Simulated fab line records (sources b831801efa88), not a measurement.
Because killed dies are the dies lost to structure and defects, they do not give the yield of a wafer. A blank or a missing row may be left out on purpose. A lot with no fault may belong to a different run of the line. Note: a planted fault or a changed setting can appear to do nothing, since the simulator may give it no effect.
fab line records / flow sky130
[record] lots = 5 wafers = 15 last-day = 50
route steps=708 shown NWELL@61 PAD_OPEN@708
lots that met no fault: taken from a fault-free run of the same line
start-h: hours from the record's first day to the start of the lot's first wafer shown / wait-h: how many hours have passed since the lot's step before this one / " as in the row above / L1.1+2: one row covering several wafers at once / - no value present, or no start provided / * or withheld: withheld / < > ~ a bound
route shown NAME@n: a module of which the file shows steps, and the number in the route of the first / usual: the fault-free wafers' mean and standard deviation / same: alike in all rows / chamber/n: place in a boat / sites: readings site by site / _std_site: the values' standard deviation / _edge_site: mean of outer sites minus mean of inner sites / radius-mm: for every site, how far away it sits from the centre of the wafer / mask NAME#n: copy n / behind: the tool/chamber that last shaped the wafer / hold: why the lot was held/for how many hours/how that ended / device: which transistor (n, p or np) failed to switch / end of line: at the end of the route, the tests of the same wafers / where a step has no rows: the recipe by itself / killed: count of dies lost to structure and defects at first sort (not the wafer's yield) / map: a wafer's dies, x killed, . not, _ none there
set.NAME: setting as actually run; set.NAME@STEP: the setting as run at that earlier step / model.NAME: the simulator's own value behind a step, which no gauge read
certain route steps with their lots: each step a table, each wafer a row
services: a tool's chamber out of use, with start hour (start-h, from the record's first day; less than 0 if before it), hours out, and reason
[[steps]]
[step SKY_NWELL_PEB_08]
[recipe] temp-c = 115 time-s = withheld
[step SKY_NWELL_DEVELOP_09]
[recipe] wall-angle-deg = 90 developer = TMAH develop-time-s = 60 dev-temp-c = 23
[step SKY_NWELL_OVL_MEAS_10]
[usual] NWELL_00_OVL = 0.4/1.4
lot.wafer=L606.1 tool=overlay-01 chamber=- start-h=82.93 wait-h=- NWELL_00_OVL[nm]=0.6
lot.wafer=L606.2 tool=overlay-01 chamber=- start-h=82.93 wait-h=- NWELL_00_OVL[nm]=0.7
lot.wafer=L606.6 tool=overlay-01 chamber=- start-h=82.93 wait-h=- NWELL_00_OVL[nm]=1.0
lot.wafer=L608.4 tool=overlay-01 chamber=- start-h=101.42 wait-h=- NWELL_00_OVL[nm]=-0.5
lot.wafer=L608.5 tool=overlay-01 chamber=- start-h=101.42 wait-h=- NWELL_00_OVL[nm]=-0.3
lot.wafer=L608.6 tool=overlay-01 chamber=- start-h=101.42 wait-h=- NWELL_00_OVL[nm]=-1.2
lot.wafer=L615.1 tool=overlay-02 chamber=- start-h=138.71 wait-h=- NWELL_00_OVL[nm]=-0.1
lot.wafer=L615.2 tool=overlay-02 chamber=- start-h=138.71 wait-h=- NWELL_00_OVL[nm]=-1.0
lot.wafer=L615.4 tool=overlay-02 chamber=- start-h=138.71 wait-h=- NWELL_00_OVL[nm]=-0.1
lot.wafer=L622.2 tool=overlay-01 chamber=- start-h=177.44 wait-h=- NWELL_00_OVL[nm]=1.2
lot.wafer=L622.4 tool=overlay-01 chamber=- start-h=177.44 wait-h=- NWELL_00_OVL[nm]=1.5
lot.wafer=L622.6 tool=overlay-01 chamber=- start-h=177.44 wait-h=- NWELL_00_OVL[nm]=0.7
lot.wafer=L628.3 tool=overlay-01 chamber=- start-h=212.74 wait-h=- NWELL_00_OVL[nm]=0.9
lot.wafer=L628.4 tool=overlay-01 chamber=- start-h=212.74 wait-h=- NWELL_00_OVL[nm]=0.8
lot.wafer=L628.5 tool=overlay-01 chamber=- start-h=212.74 wait-h=- NWELL_00_OVL[nm]=1.6
[step SKY_NWELL_IMPLANT_11]
[recipe] species = P energy-kev = 400 dose-cm2 = 1.9e+13 tilt-deg = withheld
[step SKY_NWELL_IMPLANT_12]
[recipe] species = P energy-kev = 120 dose-cm2 = 1.3e+12 tilt-deg = withheld
[step SKY_NWELL_IMPLANT_13]
[recipe] species = P energy-kev = 50 dose-cm2 = 7e+11 tilt-deg = withheld
[step SKY_NWELL_STRIP_14]
[recipe] chemistry = O2/N2 power-w = 1400 pressure-mtorr = 1500 platen-temp-c = withheld o2-flow-sccm = 3000 n2-flow-sccm = 300 overash-fraction = 0.5
[usual] drypump-motor-current-A = 5.54/0.3 oes-product-au = 0.722/0.005 strip-time-to-endpoint-s = 36.97/0.1
lot.wafer=L606.1 tool=plasma-asher-02 chamber=1 start-h=83.42 wait-h=0.1 drypump-motor-current-A=5.29 oes-product-au=0.720 rf-hours-counter-h=38 strip-time-to-endpoint-s=36.87
lot.wafer=L606.2 tool=plasma-asher-02 chamber=0 start-h=83.42 wait-h=0.1 drypump-motor-current-A=5.99 oes-product-au=0.720 rf-hours-counter-h=38 strip-time-to-endpoint-s=37.12
lot.wafer=L606.6 tool=plasma-asher-02 chamber=0 start-h=83.42 wait-h=0.1 drypump-motor-current-A=5.99 oes-product-au=0.716 rf-hours-counter-h=- strip-time-to-endpoint-s=36.97
lot.wafer=L608.4 tool=plasma-asher-04 chamber=1 start-h=101.92 wait-h=0.1 drypump-motor-current-A=5.40 oes-product-au=0.727 rf-hours-counter-h=- strip-time-to-endpoint-s=37.02
lot.wafer=L608.5 tool=plasma-asher-04 chamber=1 start-h=101.92 wait-h=0.1 drypump-motor-current-A=5.37 oes-product-au=0.720 rf-hours-counter-h=- strip-time-to-endpoint-s=37.02
lot.wafer=L608.6 tool=plasma-asher-04 chamber=0 start-h=101.92 wait-h=0.1 drypump-motor-current-A=5.10 oes-product-au=0.727 rf-hours-counter-h=- strip-time-to-endpoint-s=36.96
lot.wafer=L615.1 tool=plasma-asher-03 chamber=1 start-h=139.20 wait-h=0.1 drypump-motor-current-A=5.71 oes-product-au=0.729 rf-hours-counter-h=2 strip-time-to-endpoint-s=36.96
lot.wafer=L615.2 tool=plasma-asher-03 chamber=0 start-h=139.20 wait-h=0.1 drypump-motor-current-A=5.60 oes-product-au=0.728 rf-hours-counter-h=2 strip-time-to-endpoint-s=37.00
lot.wafer=L615.4 tool=plasma-asher-03 chamber=0 start-h=139.20 wait-h=0.1 drypump-motor-current-A=5.62 oes-product-au=0.720 rf-hours-counter-h=- strip-time-to-endpoint-s=37.01
lot.wafer=L622.2 tool=plasma-asher-03 chamber=0 start-h=177.92 wait-h=0.1 drypump-motor-current-A=5.61 oes-product-au=0.725 rf-hours-counter-h=6 strip-time-to-endpoint-s=37.03
lot.wafer=L622.4 tool=plasma-asher-03 chamber=1 start-h=177.92 wait-h=0.1 drypump-motor-current-A=5.70 oes-product-au=0.725 rf-hours-counter-h=- strip-time-to-endpoint-s=37.10
lot.wafer=L622.6 tool=plasma-asher-03 chamber=1 start-h=177.92 wait-h=0.1 drypump-motor-current-A=5.71 oes-product-au=0.720 rf-hours-counter-h=- strip-time-to-endpoint-s=36.97
lot.wafer=L628.3 tool=plasma-asher-03 chamber=1 start-h=213.25 wait-h=0.1 drypump-motor-current-A=5.72 oes-product-au=0.722 rf-hours-counter-h=- strip-time-to-endpoint-s=36.95
lot.wafer=L628.4 tool=plasma-asher-03 chamber=0 start-h=213.25 wait-h=0.1 drypump-motor-current-A=5.60 oes-product-au=0.720 rf-hours-counter-h=- strip-time-to-endpoint-s=37.04
lot.wafer=L628.5 tool=plasma-asher-03 chamber=0 start-h=213.25 wait-h=0.1 drypump-motor-current-A=5.59 oes-product-au=0.719 rf-hours-counter-h=- strip-time-to-endpoint-s=37.01
[step SKY_NWELL_TW_MEAS_15]
[usual] NWELL_TW = 1829/8
lot.wafer=L606.1 tool=film-metro-02 chamber=- start-h=83.52 wait-h=0.1 NWELL_TW=1822
lot.wafer=L606.2 tool=film-metro-02 chamber=- start-h=83.52 wait-h=0.1 NWELL_TW=1840
lot.wafer=L606.6 tool=film-metro-02 chamber=- start-h=83.52 wait-h=0.1 NWELL_TW=1826
lot.wafer=L608.4 tool=film-metro-01 chamber=- start-h=102.02 wait-h=0.1 NWELL_TW=1822
lot.wafer=L608.5 tool=film-metro-01 chamber=- start-h=102.02 wait-h=0.1 NWELL_TW=1823
lot.wafer=L608.6 tool=film-metro-01 chamber=- start-h=102.02 wait-h=0.1 NWELL_TW=1830
lot.wafer=L615.1 tool=film-metro-02 chamber=- start-h=139.30 wait-h=0.1 NWELL_TW=1835
lot.wafer=L615.2 tool=film-metro-02 chamber=- start-h=139.30 wait-h=0.1 NWELL_TW=1839
lot.wafer=L615.4 tool=film-metro-02 chamber=- start-h=139.30 wait-h=0.1 NWELL_TW=1838
lot.wafer=L622.2 tool=film-metro-01 chamber=- start-h=178.03 wait-h=0.1 NWELL_TW=1823
lot.wafer=L622.4 tool=film-metro-01 chamber=- start-h=178.03 wait-h=0.1 NWELL_TW=1812
lot.wafer=L622.6 tool=film-metro-01 chamber=- start-h=178.03 wait-h=0.1 NWELL_TW=1820
lot.wafer=L628.3 tool=film-metro-01 chamber=- start-h=213.34 wait-h=0.1 NWELL_TW=1833
lot.wafer=L628.4 tool=film-metro-01 chamber=- start-h=213.34 wait-h=0.1 NWELL_TW=1820
lot.wafer=L628.5 tool=film-metro-01 chamber=- start-h=213.34 wait-h=0.1 NWELL_TW=1832
[step SKY_NWELL_DEHYDRATE_16]
[recipe] temp-c = 200 time-s = 60
[step SKY_NWELL_HMDS_17]
[recipe] prime-time-s = 60 prime-temp-c = 120
[step SKY_NWELL_COAT_18]
[recipe] spin-rpm = 2000 resist-thk-nm = 3000
[step SKY_NWELL_SOFTBAKE_19]
[recipe] temp-c = 110 time-s = withheld
[step SKY_NWELL_EXPOSE_20]
[recipe] mask-id = NWM_COMPLEMENT na = 0.6 source-shape = conventional sigma-outer = 0.6 polarization = unpolarized target-cd-nm = 840 dose-mj = 260
[usual] focus-offset-nm = 0.0/0.49
lot.wafer=L606.1 tool=iline-stepper-02 chamber=0 start-h=92.39 wait-h=- mask=NWM_COMPLEMENT#0 focus-offset-nm=-0.6
lot.wafer=L606.2 tool=iline-stepper-02 chamber=0 start-h=92.39 wait-h=- mask=NWM_COMPLEMENT#0 focus-offset-nm=0.0
lot.wafer=L606.6 tool=iline-stepper-02 chamber=0 start-h=92.39 wait-h=- mask=NWM_COMPLEMENT#0 focus-offset-nm=-0.4
lot.wafer=L608.4 tool=iline-stepper-01 chamber=0 start-h=111.09 wait-h=- mask=NWM_COMPLEMENT#0 focus-offset-nm=-0.9
lot.wafer=L608.5 tool=iline-stepper-01 chamber=0 start-h=111.09 wait-h=- mask=NWM_COMPLEMENT#0 focus-offset-nm=0.2
lot.wafer=L608.6 tool=iline-stepper-01 chamber=0 start-h=111.09 wait-h=- mask=NWM_COMPLEMENT#0 focus-offset-nm=-0.3
lot.wafer=L615.1 tool=iline-stepper-01 chamber=0 start-h=149.53 wait-h=- mask=NWM_COMPLEMENT#0 focus-offset-nm=0.3
lot.wafer=L615.2 tool=iline-stepper-01 chamber=0 start-h=149.53 wait-h=- mask=NWM_COMPLEMENT#0 focus-offset-nm=-0.2
lot.wafer=L615.4 tool=iline-stepper-01 chamber=0 start-h=149.53 wait-h=- mask=NWM_COMPLEMENT#0 focus-offset-nm=-0.5
lot.wafer=L622.2 tool=iline-stepper-01 chamber=0 start-h=188.52 wait-h=- mask=NWM_COMPLEMENT#0 focus-offset-nm=0.9
lot.wafer=L622.4 tool=iline-stepper-01 chamber=0 start-h=188.52 wait-h=- mask=NWM_COMPLEMENT#0 focus-offset-nm=0.5
lot.wafer=L622.6 tool=iline-stepper-01 chamber=0 start-h=188.52 wait-h=- mask=NWM_COMPLEMENT#0 focus-offset-nm=1.2
lot.wafer=L628.3 tool=iline-stepper-02 chamber=0 start-h=224.80 wait-h=- mask=NWM_COMPLEMENT_R1#0 focus-offset-nm=-0.6
lot.wafer=L628.4 tool=iline-stepper-02 chamber=0 start-h=224.80 wait-h=- mask=NWM_COMPLEMENT_R1#0 focus-offset-nm=0.3
lot.wafer=L628.5 tool=iline-stepper-02 chamber=0 start-h=224.80 wait-h=- mask=NWM_COMPLEMENT_R1#0 focus-offset-nm=-0.2
[step SKY_NWELL_PEB_21]
[recipe] temp-c = 115 time-s = withheld
[step SKY_PAD_OPEN_PROBE_99]
[usual] killed_at_M0_to_M3 = 43/6.9 killed_at_M4_up = 3.1/1.8 killed-at-contacts = 24/5.1 killed-at-front-end = 15/4.8 killed-at-other = 0.3/0.48 killed-dies = 86/8.9 killed-open = 47/6.8 killed-short = 39/6.3
[same] gross-dies = 492 killed-at-back-side = 0
lot.wafer=L606.1 tool=prober-02 chamber=- start-h=1069.15 wait-h=0.1 killed_at_M0_to_M3=43 killed_at_M4_up=1 killed-at-contacts=25 killed-at-front-end=13 killed-at-other=1 killed-dies=83 killed-open=49 killed-short=34 model.etest.pfet_16v.r-on-ohm-um=1.528e+04 model.etest.nfet_16v.r-on-ohm-um=1.392e+04 model.etest.res-iso-pwell.width-nm=2647 model.etest.res-nwell.width-nm=842 model.etest.pfet_16v.drive-ua-um=245.8
lot.wafer=L606.2 tool=prober-02 chamber=- start-h=1069.20 wait-h=0.1 killed_at_M0_to_M3=51 killed_at_M4_up=4 killed-at-contacts=23 killed-at-front-end=13 killed-at-other=0 killed-dies=91 killed-open=54 killed-short=37 model.etest.pfet_16v.r-on-ohm-um=1.544e+04 model.etest.nfet_16v.r-on-ohm-um=1.416e+04 model.etest.res-iso-pwell.width-nm=2661 model.etest.res-nwell.width-nm=838.8 model.etest.pfet_16v.drive-ua-um=245.3
lot.wafer=L606.6 tool=prober-02 chamber=- start-h=1069.40 wait-h=0.2 killed_at_M0_to_M3=46 killed_at_M4_up=3 killed-at-contacts=16 killed-at-front-end=19 killed-at-other=0 killed-dies=84 killed-open=41 killed-short=43 model.etest.pfet_16v.r-on-ohm-um=1.553e+04 model.etest.nfet_16v.r-on-ohm-um=1.432e+04 model.etest.res-iso-pwell.width-nm=2655 model.etest.res-nwell.width-nm=837.8 model.etest.pfet_16v.drive-ua-um=243.3
lot.wafer=L608.4 tool=prober-02 chamber=- start-h=1097.16 wait-h=0.2 killed_at_M0_to_M3=51 killed_at_M4_up=2 killed-at-contacts=19 killed-at-front-end=14 killed-at-other=0 killed-dies=86 killed-open=48 killed-short=38 model.etest.pfet_16v.r-on-ohm-um=1.496e+04 model.etest.nfet_16v.r-on-ohm-um=1.418e+04 model.etest.res-iso-pwell.width-nm=2645 model.etest.res-nwell.width-nm=835.5 model.etest.pfet_16v.drive-ua-um=247.8
lot.wafer=L608.5 tool=prober-02 chamber=- start-h=1097.21 wait-h=0.2 killed_at_M0_to_M3=46 killed_at_M4_up=5 killed-at-contacts=26 killed-at-front-end=12 killed-at-other=0 killed-dies=89 killed-open=55 killed-short=34 model.etest.pfet_16v.r-on-ohm-um=1.55e+04 model.etest.nfet_16v.r-on-ohm-um=1.426e+04 model.etest.res-iso-pwell.width-nm=2629 model.etest.res-nwell.width-nm=834.3 model.etest.pfet_16v.drive-ua-um=241.7
lot.wafer=L608.6 tool=prober-02 chamber=- start-h=1097.26 wait-h=0.2 killed_at_M0_to_M3=49 killed_at_M4_up=7 killed-at-contacts=29 killed-at-front-end=10 killed-at-other=0 killed-dies=95 killed-open=56 killed-short=39 model.etest.pfet_16v.r-on-ohm-um=1.517e+04 model.etest.nfet_16v.r-on-ohm-um=1.405e+04 model.etest.res-iso-pwell.width-nm=2639 model.etest.res-nwell.width-nm=840.4 model.etest.pfet_16v.drive-ua-um=245.5
lot.wafer=L615.1 tool=prober-01 chamber=- start-h=1128.22 wait-h=0.1 killed_at_M0_to_M3=29 killed_at_M4_up=2 killed-at-contacts=23 killed-at-front-end=20 killed-at-other=0 killed-dies=74 killed-open=36 killed-short=38 model.etest.pfet_16v.r-on-ohm-um=1.514e+04 model.etest.nfet_16v.r-on-ohm-um=1.433e+04 model.etest.res-iso-pwell.width-nm=2638 model.etest.res-nwell.width-nm=840.1 model.etest.pfet_16v.drive-ua-um=249.1
lot.wafer=L615.2 tool=prober-01 chamber=- start-h=1128.27 wait-h=0.1 killed_at_M0_to_M3=46 killed_at_M4_up=7 killed-at-contacts=15 killed-at-front-end=19 killed-at-other=0 killed-dies=87 killed-open=44 killed-short=43 model.etest.pfet_16v.r-on-ohm-um=1.505e+04 model.etest.nfet_16v.r-on-ohm-um=1.422e+04 model.etest.res-iso-pwell.width-nm=2648 model.etest.res-nwell.width-nm=842.9 model.etest.pfet_16v.drive-ua-um=251.8
lot.wafer=L615.4 tool=prober-01 chamber=- start-h=1128.37 wait-h=0.2 killed_at_M0_to_M3=43 killed_at_M4_up=2 killed-at-contacts=22 killed-at-front-end=15 killed-at-other=0 killed-dies=82 killed-open=44 killed-short=38 model.etest.pfet_16v.r-on-ohm-um=1.557e+04 model.etest.nfet_16v.r-on-ohm-um=1.435e+04 model.etest.res-iso-pwell.width-nm=2624 model.etest.res-nwell.width-nm=848.1 model.etest.pfet_16v.drive-ua-um=242.5
lot.wafer=L622.2 tool=prober-02 chamber=- start-h=1169.10 wait-h=0.1 killed_at_M0_to_M3=58 killed_at_M4_up=4 killed-at-contacts=27 killed-at-front-end=13 killed-at-other=0 killed-dies=102 killed-open=57 killed-short=45 model.etest.pfet_16v.r-on-ohm-um=1.501e+04 model.etest.nfet_16v.r-on-ohm-um=1.414e+04 model.etest.res-iso-pwell.width-nm=2636 model.etest.res-nwell.width-nm=847.2 model.etest.pfet_16v.drive-ua-um=247.1
lot.wafer=L622.4 tool=prober-02 chamber=- start-h=1169.20 wait-h=0.2 killed_at_M0_to_M3=43 killed_at_M4_up=5 killed-at-contacts=16 killed-at-front-end=15 killed-at-other=0 killed-dies=79 killed-open=42 killed-short=37 model.etest.pfet_16v.r-on-ohm-um=1.563e+04 model.etest.nfet_16v.r-on-ohm-um=1.436e+04 model.etest.res-iso-pwell.width-nm=2631 model.etest.res-nwell.width-nm=852.8 model.etest.pfet_16v.drive-ua-um=244.1
lot.wafer=L622.6 tool=prober-02 chamber=- start-h=1169.30 wait-h=0.2 killed_at_M0_to_M3=33 killed_at_M4_up=3 killed-at-contacts=32 killed-at-front-end=27 killed-at-other=0 killed-dies=95 killed-open=52 killed-short=43 model.etest.pfet_16v.r-on-ohm-um=1.497e+04 model.etest.nfet_16v.r-on-ohm-um=1.399e+04 model.etest.res-iso-pwell.width-nm=2633 model.etest.res-nwell.width-nm=840.8 model.etest.pfet_16v.drive-ua-um=251.4
lot.wafer=L628.3 tool=prober-02 chamber=- start-h=1192.12 wait-h=0.2 killed_at_M0_to_M3=49 killed_at_M4_up=2 killed-at-contacts=32 killed-at-front-end=19 killed-at-other=0 killed-dies=102 killed-open=59 killed-short=43 model.etest.pfet_16v.r-on-ohm-um=1.656e+04 model.etest.nfet_16v.r-on-ohm-um=1.348e+04 model.etest.res-iso-pwell.width-nm=2549 model.etest.res-nwell.width-nm=873.4 model.etest.pfet_16v.drive-ua-um=223.6
lot.wafer=L628.4 tool=prober-02 chamber=- start-h=1192.17 wait-h=0.2 killed_at_M0_to_M3=32 killed_at_M4_up=3 killed-at-contacts=29 killed-at-front-end=13 killed-at-other=0 killed-dies=77 killed-open=43 killed-short=34 model.etest.pfet_16v.r-on-ohm-um=1.626e+04 model.etest.nfet_16v.r-on-ohm-um=1.354e+04 model.etest.res-iso-pwell.width-nm=2559 model.etest.res-nwell.width-nm=867.4 model.etest.pfet_16v.drive-ua-um=226.2
lot.wafer=L628.5 tool=prober-02 chamber=- start-h=1192.22 wait-h=0.2 killed_at_M0_to_M3=55 killed_at_M4_up=2 killed-at-contacts=27 killed-at-front-end=12 killed-at-other=0 killed-dies=96 killed-open=53 killed-short=43 model.etest.pfet_16v.r-on-ohm-um=1.634e+04 model.etest.nfet_16v.r-on-ohm-um=1.348e+04 model.etest.res-iso-pwell.width-nm=2546 model.etest.res-nwell.width-nm=870.1 model.etest.pfet_16v.drive-ua-um=225.3
// killed by level:class
L606.1 VIA1:geometric-particle:open=12 CONTACT:geometric-particle:open=11 VIA3:geometric-particle:open=9 CONTACT:geometric-particle:short=8 METAL1:geometric-particle:short=7 FIELD_ISO:geometric-particle:open=5 METAL3:geometric-particle:short=4 POLY_GATE:geometric-particle:open=3
L606.2 VIA1:geometric-particle:open=10 VIA2:geometric-particle:open=10 LI_CONTACT:geometric-particle:open=9 CONTACT:geometric-particle:short=6 METAL3:geometric-particle:short=6 CONTACT:geometric-particle:open=5 METAL2:geometric-particle:open=5 VIA3:geometric-particle:open=5
L606.6 METAL2:geometric-particle:short=9 CONTACT:geometric-particle:open=8 VIA1:geometric-particle:open=7 VIA2:geometric-particle:open=7 FIELD_ISO:geometric-particle:open=6 VIA3:geometric-particle:open=5 FIELD_ISO:geometric-particle:short=4 POLY_GATE:geometric-particle:open=4
L608.4 VIA1:geometric-particle:open=17 VIA3:geometric-particle:open=8 METAL2:geometric-particle:short=7 LI_CONTACT:geometric-particle:open=6 FIELD_ISO:geometric-particle:short=4 POLY_GATE:geometric-particle:open=4 LOCAL_INTERCONNECT:geometric-particle:short=4 CONTACT:geometric-particle:open=4
L608.5 CONTACT:geometric-particle:open=11 VIA3:geometric-particle:open=10 VIA1:geometric-particle:open=8 LI_CONTACT:geometric-particle:open=7 METAL1:geometric-particle:short=7 VIA2:geometric-particle:open=6 METAL4:geometric-particle:short=4 VIA1:geometric-particle:short=4
L608.6 VIA3:geometric-particle:open=10 VIA2:geometric-particle:open=9 LI_CONTACT:geometric-particle:open=8 VIA1:geometric-particle:open=8 CONTACT:geometric-particle:short=7 CONTACT:geometric-particle:open=7 METAL2:geometric-particle:short=5 METAL4:geometric-particle:short=5
L615.1 VIA1:geometric-particle:open=8 CONTACT:geometric-particle:open=7 LI_CONTACT:geometric-particle:open=6 FIELD_ISO:geometric-particle:open=5 POLY_GATE:geometric-particle:short=5 CONTACT:geometric-particle:short=5 FIELD_ISO:geometric-particle:short=4 POLY_GATE:geometric-particle:open=4
L615.2 VIA3:geometric-particle:open=9 CONTACT:geometric-particle:open=7 FIELD_ISO:geometric-particle:open=6 VIA1:geometric-particle:short=6 METAL2:geometric-particle:short=6 VIA1:geometric-particle:open=6 POLY_GATE:geometric-particle:short=4 METAL1:geometric-particle:short=4
L615.4 VIA1:geometric-particle:open=10 LI_CONTACT:geometric-particle:open=9 VIA3:geometric-particle:open=9 FIELD_ISO:geometric-particle:short=5 FIELD_ISO:geometric-particle:open=4 LI_CONTACT:geometric-particle:short=4 METAL2:geometric-particle:short=4 CONTACT:geometric-particle:open=4
L622.2 VIA1:geometric-particle:open=16 CONTACT:geometric-particle:open=9 METAL3:geometric-particle:short=8 METAL1:geometric-particle:short=7 VIA2:geometric-particle:open=7 METAL2:geometric-particle:short=6 VIA3:geometric-particle:open=5 LI_CONTACT:geometric-particle:open=5
L622.4 VIA3:geometric-particle:open=8 VIA2:geometric-particle:open=7 CONTACT:geometric-particle:open=6 LI_CONTACT:geometric-particle:open=5 VIA1:geometric-particle:open=5 POLY_GATE:geometric-particle:open=4 VIA2:geometric-particle:short=4 POLY_GATE:geometric-particle:short=4
L622.6 VIA2:geometric-particle:open=11 LI_CONTACT:geometric-particle:open=9 CONTACT:geometric-particle:short=9 POLY_GATE:geometric-particle:open=7 CONTACT:geometric-particle:open=6 FIELD_ISO:geometric-particle:open=5 POLY_GATE:geometric-particle:short=5 LOCAL_INTERCONNECT:geometric-particle:short=5
L628.3 VIA1:geometric-particle:open=17 LI_CONTACT:geometric-particle:open=13 VIA3:geometric-particle:open=7 VIA1:geometric-particle:short=6 FIELD_ISO:geometric-particle:open=5 POLY_GATE:geometric-particle:short=5 LOCAL_INTERCONNECT:geometric-particle:short=5 CONTACT:geometric-particle:short=5
L628.4 CONTACT:geometric-particle:open=9 LI_CONTACT:geometric-particle:open=8 VIA2:geometric-particle:open=6 VIA3:geometric-particle:open=6 CONTACT:geometric-particle:short=5 VIA1:geometric-particle:open=5 FIELD_ISO:geometric-particle:short=4 POLY_GATE:geometric-particle:short=3
L628.5 VIA1:geometric-particle:open=15 LI_CONTACT:geometric-particle:open=9 VIA2:geometric-particle:open=8 CONTACT:geometric-particle:open=7 METAL1:geometric-particle:short=7 VIA3:geometric-particle:short=6 FIELD_ISO:geometric-particle:open=5 VIA3:geometric-particle:open=5
[[services]]
tool=iline-stepper-01 chamber=- start-h=78.98 hours=1.7 kind=pm
tool=plasma-asher-03 chamber=- start-h=84.76 hours=2.8 kind=pm
tool=plasma-asher-03 chamber=- start-h=89.94 hours=1.0 kind=repair
tool=plasma-asher-03 chamber=- start-h=108.75 hours=9.0 kind=pm
tool=plasma-asher-03 chamber=0 start-h=108.75 hours=9.0 kind=vent-cycle
tool=plasma-asher-03 chamber=1 start-h=108.75 hours=9.0 kind=vent-cycle
tool=iline-stepper-02 chamber=0 start-h=108.91 hours=- kind=calibration
tool=plasma-asher-04 chamber=- start-h=109.11 hours=1.8 kind=repair
tool=iline-stepper-02 chamber=- start-h=117.26 hours=1.7 kind=pm
tool=plasma-asher-03 chamber=0 start-h=117.75 hours=- kind=clean
tool=plasma-asher-03 chamber=1 start-h=117.75 hours=- kind=clean
tool=plasma-asher-02 chamber=- start-h=131.99 hours=4.3 kind=repair
tool=plasma-asher-04 chamber=- start-h=178.44 hours=7.0 kind=repair
tool=iline-stepper-01 chamber=0 start-h=201.52 hours=- kind=calibration
tool=plasma-asher-04 chamber=- start-h=206.04 hours=1.6 kind=repair
[[key]]
[first-sign] step = SKY_NWELL_EXPOSE_20 reading = mask direction = changed
effect none on later readings
[model-effect] step = SKY_PAD_OPEN_PROBE_99 value = etest.pfet_16v.r-on-ohm-um without = 1.562e+04 struck = 1.639e+04
met-at SKY_NWELL_EXPOSE_20
struck-wafers L628.3,L628.4,L628.5
tester-left-out L628
onset-between 92.39 224.80
[fault] kind = wrong-mask tool = any chamber = - onset-h = 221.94 steps = SKY_NWELL_EXPOSE_20 aux-copy = NWM_COMPLEMENT_R1#0 cd-offset-nm = -101 scope = struck-lots-only
// tester-left-out: of these lots the tester's yield and bins aren't shown, on N5 and GAA mostly nor the transistor test; their killed dies are dies lost to structure and defects alone, not to doping, threshold or leakage, so they don't give the yield
